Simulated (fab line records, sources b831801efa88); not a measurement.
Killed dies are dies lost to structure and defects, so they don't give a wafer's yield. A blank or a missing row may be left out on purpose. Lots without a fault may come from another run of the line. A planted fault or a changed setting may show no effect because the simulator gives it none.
A struck lot beside a sound one | flow sky130 | 16 steps out of a route of 708
Sound: wafers L492.1, L492.3, L492.4. Struck: wafer L481.2. (L481.3 of the same lot was not struck and is left out.) The cause comes at the end.
At each step with rows: each side's tool, then ch and its chambers, then its first start. Under that, the readings that differ: sound wafers | struck wafers | difference of the means | sigmas: that difference in standard deviations of wafers without a fault.
alike: readings whose means differ by less than 2 such deviations, and words and numbers that are the same on both sides. not compared: withheld readings, readings that some wafer has no value for, bounds like >300 that may hide the same value, and numbers for which the record gives no deviation and whose values overlap.
The two part at a step that has a row with sigmas, a row that says differs or no value, or rows on one side only. Numbers that don't overlap but have no deviation are shown without sigmas and don't part them. A reading that every wafer of one side lacks parts them only if that side has two wafers or more.

first, 9 steps without rows for these wafers: SKY_CAP2M_CLEAN_17 (cleans in O3/DIW); SKY_METAL4_DEHYDRATE_05 (time 60 s); SKY_METAL4_HMDS_06 (prime time 60 s); SKY_METAL4_COAT_07 (resist thk 60 nm); SKY_METAL4_COAT_08 (resist thk 1140 nm); SKY_METAL4_SOFTBAKE_09 (time 90 s); SKY_METAL4_EXPOSE_10 (exposes mask MM4, target cd 300 nm); SKY_METAL4_PEB_11; SKY_METAL4_DEVELOP_12 (develop time 60 s).
SKY_METAL4_CD_MEAS_13: target cd 300 nm.
  sound on cd_sem-02, day 47 05:28; struck on cd_sem-01, day 44 09:47
  alike: cd_nm
SKY_METAL4_OVL_MEAS_14:
  sound on overlay-02, day 47 05:35; struck on overlay-01, day 44 09:53
  alike: METAL4_OVL
SKY_METAL4_DESCUM_15: chemistry O2, time 8 s.
  sound on rie_metal-03 ch 0,1, day 47 05:37; struck on rie_metal-01 ch 0, day 44 09:55
  alike: drypump_motor_current_A, oes_product_au
  not compared: rf_hours_counter_h
SKY_METAL4_ETCH_16: etches BARC in N2/H2, stops on SiO2, time 88.2 s, target depth 60 nm.
  sound on rie_metal-03 ch 0,1, day 47 05:39; struck on rie_metal-01 ch 0, day 44 09:57
  reading                                       | sound             | struck | difference | sigmas
  oes_product_au (a.u.)                         | 0.622 0.623 0.627 | 0.832  | +0.208     | +46
  run_length_s (s)                              | 117.3 116.6 116.4 | 90.5   | -26.3      | -28
  model.KrF-thick_of_METAL4_COAT_08.thk_nm (nm) | 1083 1081 1078    | 1096   | +15        |
  model.METAL4.cd_nm (nm)                       | 301.5 300.9 297.9 | 307.4  | +7.3       |
  alike: drypump_motor_current_A, h2_flow_sccm, throttle_valve_pct
  not compared: rf_hours_counter_h
SKY_METAL4_ETCH_17: etches SiO2 in C4F8/O2/Ar, stops on TiN, time 3.9 s, target depth 15 nm.
  sound on rie_diel-02 ch 0,1, day 47 05:45; struck on rie_diel-01 ch 1, day 44 10:03
  reading                 | sound             | struck | difference | sigmas
  model.METAL4.cd_nm (nm) | 301.3 300.8 297.7 | 307.3  | +7.4       |
  alike: oes_product_au
  not compared: rf_hours_counter_h
SKY_METAL4_METAL_ETCH_18: etches the open film in Cl2/BCl3, stops on SiO2, target depth 845 nm, time 183.1 s.
  sound on rie_metal-01 ch 0,1, day 47 05:46; struck on rie_metal-02 ch 1, day 44 10:04
  reading                     | sound       | struck | difference | sigmas
  drypump_motor_current_A (A) | 6.7 6.6 6.0 | 5.6    | -0.8       | -2
  alike: oes_product_au, run_length_s, throttle_valve_pct
  not compared: rf_hours_counter_h
then, 1 step without rows for these wafers: SKY_PAD_OPEN_PROBE_99.

WHERE THEY PART
First at SKY_METAL4_ETCH_16; last, within this record, at SKY_METAL4_METAL_ETCH_18.

WHY: what the simulator had put in
Process parameter drift: rie_metal-01, from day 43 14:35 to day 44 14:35, at SKY_METAL4_ETCH_16. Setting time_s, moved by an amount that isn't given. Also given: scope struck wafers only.
